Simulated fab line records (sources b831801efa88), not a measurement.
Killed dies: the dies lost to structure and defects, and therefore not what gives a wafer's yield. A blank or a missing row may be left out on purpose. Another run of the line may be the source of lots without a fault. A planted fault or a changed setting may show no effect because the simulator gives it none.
One fault through the eyes of 2 desks :: flow sky130 :: each desk holds nothing but its own numbers, with what lay behind them at the end

AT THE METROLOGY DESK
What the gauges read, lot by lot, whatever tool the lot ran on: means of the sampled wafers that have a number. Any lot whose mean is over 4 standard deviations away from the usual mean is out of limits and marked OUT; that distance is given in the brackets.
Columns: A = METAL4_OVL at SKY_METAL4_OVL_MEAS_14, usual -1 nm
lot: L864
first seen here: day 42 01:40
A: -12

lot: L865
first seen here: day 42 10:21
A: 3

lot: L866
first seen here: day 42 10:44
A: -3

lot: L869
first seen here: day 43 07:57
A: 1

lot: L870
first seen here: day 43 12:43
A: 9

lot: L871
first seen here: day 43 20:38
A: 10

lot: L872
first seen here: day 44 01:41
A: 13

lot: L873
first seen here: day 44 10:17
A: 1

lot: L874
first seen here: day 44 16:37
A: 2

lot: L876
first seen here: day 45 05:15
A: -3

lot: L879
first seen here: day 45 22:39
A: -0

lot: L880
first seen here: day 46 02:56
A: -7

lot: L882
first seen here: day 46 18:08
A: -0

lot: L887
first seen here: day 47 17:29
A: -14
Result from this desk: across the 14 lots, nothing is out of limits.

THE TOOL OWNER'S DESK: pvd-sputter-01
The tool's own readings at SKY_METAL4_SPUTTER_02 (material AlCu, target thk 735 nm, time 39.1 s): means of the sampled wafers that have a number, for each lot that ran on this tool. Any lot whose mean is over 4 standard deviations away from the usual mean is out of limits and marked OUT; that distance is given in the brackets.
Columns: A = throttle-valve-pct at SKY_METAL4_SPUTTER_02, usual 30.1 %
lot: L864
first seen here: day 40 00:29
A: 29.2

lot: L870
first seen here: day 41 13:41
A: 29.9

lot: L871
first seen here: day 41 20:41
A: 29.5

lot: L872
first seen here: day 42 03:20
A: 30.5

lot: L876
first seen here: day 43 08:29
A: 30.5

lot: L879
first seen here: day 44 02:26
A: 30.2

lot: L880
first seen here: day 44 07:41
A: 30.4
Result from this desk: across the 7 lots, nothing is out of limits.

TAKEN TOGETHER
Nothing out of limits was seen by the metrology desk.
The desk of the tool owner found nothing out of limits.

WHAT THE SIMULATOR PUT IN
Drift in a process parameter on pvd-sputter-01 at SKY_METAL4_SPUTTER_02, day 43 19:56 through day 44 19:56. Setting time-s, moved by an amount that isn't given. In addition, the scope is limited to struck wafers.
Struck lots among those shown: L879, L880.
